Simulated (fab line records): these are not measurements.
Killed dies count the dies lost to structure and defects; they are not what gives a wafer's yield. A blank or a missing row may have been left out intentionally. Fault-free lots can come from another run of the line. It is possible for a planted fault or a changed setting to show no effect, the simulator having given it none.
Problem report in the 8D (eight disciplines) form, filled by code || flow sky130 || the parts of the form that need people (team, actions taken, sign-off) are left out

1. PROBLEM STATEMENT
oesProductAu at SKY_LOCAL_INTERCONNECT_ETCH_13 reads a mean of 0.934 a.u. on 9 wafers of 3 lots; wafers without a fault read 0.855 a.u. with a standard deviation of 0.0053. Measured from the usual mean, that is +15 standard deviations.
The step: etches BARC in N2/H2, stops on SiO2, time 45.9 s, target depth 60 nm.
Earliest sighting: wafer L160.1 on rieMetal-03 at day 33 17:59. The record has a number at this step for 33 wafers belonging to 11 lots. The rule behind "out" and "out of limits": a value lying over 4 standard deviations away from the usual mean. The rest of the wafers with a number are treated as sound.

2. WHAT IT IS, AND WHAT IT ISN'T
{"question": "which readings at this step", "is": "oesProductAu", "is not": "-"}
{"question": "which lots", "is": "L160, L161, L163", "is not": "L151, L152, L153, L164, L165, L171, L172, L173"}
{"question": "which wafers of those lots", "is": "all that have a number", "is not": "-"}
{"question": "read on which tools", "is": "rieMetal-03, rieMetal-04", "is not": "rieMetal-02"}
{"question": "when", "is": "from day 33 17:59", "is not": "up to then (9 sound wafers); but 15 sound wafers of L164, L165, L171, L172, L173 came after"}

3. THE SUSPECTS, EACH WITH WHAT RULES IT OUT
Counting: a tool at any process step up to the reading remains a suspect when it ran all the lots that are out and ran no sound lot after the first of those.
- lithoTrack-01 at SKY_LOCAL_INTERCONNECT_COAT_05 (resist thk 60 nm): kept. All lots that are out passed through it, beginning with L160 at day 33 04:40, and no sound lot followed; its final sound lot before that point was L153 at day 30 20:36.
The count leaves lithoTrack-01 at SKY_LOCAL_INTERCONNECT_COAT_05.

4. THE CAUSE (what the simulator had put in)
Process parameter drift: lithoTrack-01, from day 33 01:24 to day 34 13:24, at SKY_LOCAL_INTERCONNECT_COAT_05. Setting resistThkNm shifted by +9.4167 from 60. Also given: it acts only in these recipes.
Only this tool survived the counting.

5. THE CHAIN OF EFFECTS, in route order
Rows list readings where the struck wafers' mean (over those with a number) sits beyond 3 standard deviations from the usual. Readings are gone through only where the record gives a usual standard deviation; hours: the median, over the lots, of the time from a lot's start at the first step in this table giving one to that lot's start at this step; sigmas: the change measured in usual standard deviations.
{"hours": 0, "step": "SKY_LOCAL_INTERCONNECT_ETCH_13", "reading": "oesProductAu", "usual": "0.855 a.u.", "on struck wafers": 0.934, "change": "+0.079", "sigmas": "+15"}
{"hours": 0, "step": "SKY_LOCAL_INTERCONNECT_STRIP_15", "reading": "stripTimeToEndpointS", "usual": "4.719 s", "on struck wafers": 4.842, "change": "+0.123", "sigmas": "+5.1"}
The process steps in it:
- SKY_LOCAL_INTERCONNECT_ETCH_13: etches BARC in N2/H2, stops on SiO2, time 45.9 s, target depth 60 nm.
- SKY_LOCAL_INTERCONNECT_STRIP_15: strips in O2/N2.

6. HOW IT WOULD HAVE BEEN CAUGHT EARLIER
The fault began at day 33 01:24; the first out-of-limits reading in this record came at day 33 17:59, 17 hours later.
Of the lots that are out (3), L163 began SKY_LOCAL_INTERCONNECT_COAT_05 on lithoTrack-01 after day 33 17:59. Had the tool been put on hold then, it would have been spared.
